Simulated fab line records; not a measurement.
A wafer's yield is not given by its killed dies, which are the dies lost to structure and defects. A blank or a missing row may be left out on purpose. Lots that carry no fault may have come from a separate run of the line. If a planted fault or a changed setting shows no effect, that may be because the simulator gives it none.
A lot that was struck, set against a sound lot :: flow sky130 :: 16 out of 708 route steps
Sound: wafers L173.1, L173.2, L173.5. Wafers struck: L168.2, L168.3, L168.5. The cause comes at the end.
Order at every step that has rows: each side's tool, ch and its chambers, its first start. Under that, the readings that differ: sound wafers :: struck wafers :: difference of the means :: sigmas: that difference in standard deviations of wafers without a fault.
alike: readings whose means differ by less than 2 such deviations, and words and numbers that are the same on both sides. not compared: withheld readings, readings that some wafer has no value for, bounds like >300 that may hide the same value, and numbers for which the record gives no deviation and whose values overlap.
Wherever a step has rows on one side only, a row that says differs or no value, or a row with sigmas, the two part there. When numbers do not overlap yet have no deviation, they are printed without sigmas and do not part them. A reading that every wafer of one side lacks parts them only if that side has two wafers or more.

first, 7 steps without rows for these wafers: SKY_METAL4_HMDS_06 (prime time 60 s); SKY_METAL4_COAT_07 (resist thk 60 nm); SKY_METAL4_COAT_08 (resist thk 1140 nm); SKY_METAL4_SOFTBAKE_09 (time 90 s); SKY_METAL4_EXPOSE_10 (exposes mask MM4, target cd 300 nm); SKY_METAL4_PEB_11; SKY_METAL4_DEVELOP_12 (develop time 60 s).
SKY_METAL4_CD_MEAS_13 targets a cd of 300 nm.
  struck on cd-sem-02, day 44 09:01; sound on cd-sem-01, day 45 09:25
reading: cd-nm (nm)
sound: 300.9 301.0 301.6
struck: 298.7 298.1 298.2
difference: -2.8
sigmas: -2
SKY_METAL4_OVL_MEAS_14:
  struck on overlay-01, day 44 09:07; sound on overlay-01, day 45 09:32
  alike: METAL4_OVL
SKY_METAL4_DESCUM_15: chemistry O2, time 8 s.
  sound on rie-metal-03 ch 0,1, day 45 09:34; struck on rie-metal-01 ch 0,1, day 44 09:09
  alike: drypump-motor-current-A, oes-product-au, rf-fwd-power-W
  not compared: rf-hours-counter-h
SKY_METAL4_ETCH_16: etches BARC in N2/H2, stops on SiO2, time 88.2 s, target depth 60 nm.
  sound on rie-metal-03 ch 0,1, day 45 09:36; struck on rie-metal-01 ch 0,1, day 44 09:11
  alike: drypump-motor-current-A, n2-flow-sccm, oes-product-au, rf-fwd-power-W, throttle-valve-pct
  not compared: rf-hours-counter-h
SKY_METAL4_ETCH_17: etches SiO2 in C4F8/O2/Ar, stops on TiN, time 3.9 s, target depth 15 nm.
  sound on rie-diel-04 ch 0,1,2, day 45 09:42; struck on rie-diel-03 ch 0,1, day 44 09:17
  alike: oes-product-au, rf-fwd-power-W
SKY_METAL4_METAL_ETCH_18: etches the open film in Cl2/BCl3, stops on SiO2, target depth 845 nm, time 183.1 s.
  sound on rie-metal-01 ch 0, day 45 09:43; struck on rie-metal-04 ch 0,1, day 44 09:18
reading: drypump-motor-current-A (A)
sound: 6.3 6.4 6.4
struck: 5.9 5.4 5.4
difference: -0.8
sigmas: -2

reading: model.KrF-thick_of_METAL4_COAT_08.thk-nm (nm)
sound: 530.6 531.6 528.3
struck: 608.5 611.4 608.7
difference: +79.4
sigmas: 

reading: model.METAL4.cd-nm (nm)
sound: 299.7 298.6 304.4
struck: 309.5 313.1 312
difference: +10.6
sigmas: 

reading: model.SiO2_of_VIA3_HDPCVD_00.thk-nm (nm)
sound: 435.1 436.8 434.9
struck: 439.5 438.7 438.2
difference: +3.2
sigmas: 
  alike: oes-product-au, rf-fwd-power-W, throttle-valve-pct
  not compared: rf-hours-counter-h
SKY_METAL4_STRIP_19: strips in O2/N2.
  sound on plasma-asher-04 ch 0,1, day 45 10:04; struck on plasma-asher-03 ch 0,1, day 44 09:28
reading: drypump-motor-current-A (A)
sound: 5.9 6.4 6.4
struck: 5.5 5.5 5.5
difference: -0.7
sigmas: -2

reading: oes-product-au (a.u.)
sound: 0.492 0.502 0.501
struck: 0.538 0.536 0.532
difference: +0.037
sigmas: +7

reading: strip-time-to-endpoint-s (s)
sound: 6.57 6.57 6.55
struck: 7.33 7.36 7.35
difference: +0.78
sigmas: +10
  alike: n2-flow-sccm
  not compared: rf-hours-counter-h
then, 1 step without rows for these wafers: SKY_METAL4_STRIP_20 (strips in post etch residue remover, time 1200 s).
-- the record jumps here: 4 days lie between the struck wafers' starts before and after (it left off in module METAL4 and takes up again in module PAD_OPEN, whose first step shown is number 708 of the route) --
SKY_PAD_OPEN_PROBE_99:
  struck on prober-01, day 48 01:17; sound on prober-01, day 49 01:22
reading: model.etest.met4.width-nm (nm)
sound: 300.1 299 303.2
struck: 310.7 314.3 316.6
difference: +13.1
sigmas: 

reading: model.etest.met4-comb.leak-log10-a-um
sound: -12.1 -12 -11.97
struck: -11.6 -11.57 -11.67
difference: +0.4
sigmas: 

## WHERE THEY PART
First at SKY_METAL4_CD_MEAS_13; last, within this record, at SKY_METAL4_STRIP_19.

WHY: what the simulator had put in
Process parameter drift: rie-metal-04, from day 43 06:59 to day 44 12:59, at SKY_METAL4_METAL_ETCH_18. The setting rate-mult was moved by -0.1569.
